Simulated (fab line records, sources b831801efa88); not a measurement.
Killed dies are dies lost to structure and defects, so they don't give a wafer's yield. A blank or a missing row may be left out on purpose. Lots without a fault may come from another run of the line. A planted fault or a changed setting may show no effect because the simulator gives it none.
Chamber matching | flow sky130 | 4 sister chambers for SKY_VIA1_CMP_02 on cmp-01
The step polishes SiO2. 7 wafers are shown with their chamber, then 9 later ones without.

EACH WAFER AND ITS CHAMBER
wafer  | chamber | motor_current_A (A)
L366.4 | 3       | 11.4
L368.4 | 1       | 13.4
L370.2 | 0       | 11.4
L370.6 | 1       | 13.4
L373.1 | 2       | 13.9
L373.4 | 0       | 12.0
L373.5 | 2       | 13.5

WAFERS WHOSE CHAMBER IS MISSING
wafer  | motor_current_A (A)
L379.1 | 11.2
L379.3 | 14.6
L379.5 | 11.1
L382.1 | 11.4
L382.2 | 11.6
L382.6 | 11.2
L386.2 | 13.0
L386.5 | 11.7
L386.6 | 13.6

THE CHAMBER EACH PASSED THROUGH
wafer  | from the rows above     | in truth
L379.1 | can't be placed: 3 or 0 | 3
L379.3 | can't be placed: 2 or 1 | 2
L379.5 | can't be placed: 3 or 0 | 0
L382.1 | can't be placed: 3 or 0 | 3
L382.2 | can't be placed: 0 or 3 | 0
L382.6 | can't be placed: 3 or 0 | 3
L386.2 | can't be placed: 1 or 2 | 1
L386.5 | can't be placed: 0 or 3 | 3
L386.6 | can't be placed: 2 or 1 | 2
Correct placement for 0 of the 9. These rows do not allow placing 9 (true chamber among the candidates in 9). Placed wrongly: 0.
How it was worked out, from the rows above alone: a wafer's distance from a chamber is the root of the sum, over the readings, of the square of ((its reading less the chamber's mean) divided by the reading's scatter). If the next closest chamber is less than 2 further off than the closest, the wafer can't be placed; otherwise it belongs to the closest. A chamber's mean is the mean of its shown wafers. How the scatter is found: for the shown wafers, subtract from each reading the mean of its chamber, square and add these, divide the total by (wafers less chambers), then take the root.
